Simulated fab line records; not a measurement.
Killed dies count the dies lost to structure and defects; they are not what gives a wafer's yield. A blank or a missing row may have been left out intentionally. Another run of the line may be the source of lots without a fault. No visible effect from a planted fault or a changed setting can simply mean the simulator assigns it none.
Chamber matching	flow sky130	SKY_CAPM_CVD_00 on pecvd-01: 3 sister chambers
The step deposits SiO2, target thk 15.5 nm. 3 wafers are shown with their chamber, then 9 later ones without.

== WAFERS PAIRED WITH THEIR CHAMBERS ==
wafer	chamber	heater power w (W)
L078.2	0	665
L078.5	2	793
L078.6	1	740

== WAFERS WITH NO CHAMBER GIVEN ==
wafer	heater power w (W)
L083.1	735
L083.2	660
L083.3	685
L083.4	726
L083.5	741
L083.6	690
L087.1	627
L087.4	746
L087.5	637

== WHICH CHAMBER EACH WENT THROUGH ==
wafer	from the rows above	in truth
L083.1	1	1
L083.2	0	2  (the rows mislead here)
L083.3	can't be placed: 0 or 1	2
L083.4	1	1
L083.5	1	1
L083.6	can't be placed: 0 or 1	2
L087.1	0	0
L087.4	1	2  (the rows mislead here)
L087.5	0	0
Correct placement for 5 of the 9. Not placeable from these rows: 2 (in 0, the candidates include the true chamber). Placed wrongly: 2.
How it was worked out, from the rows above alone: a wafer's distance from a chamber is the root of the sum, over the readings, of the square of ((its reading less the chamber's mean) divided by the reading's scatter). If the next closest chamber is less than 2 further off than the closest, the wafer can't be placed; otherwise it belongs to the closest. Each chamber's mean is taken over the wafers shown for it. The scatter (one wafer shown for each chamber): square how far every hidden wafer sits from the nearest shown wafer, average those squares and take the square root.
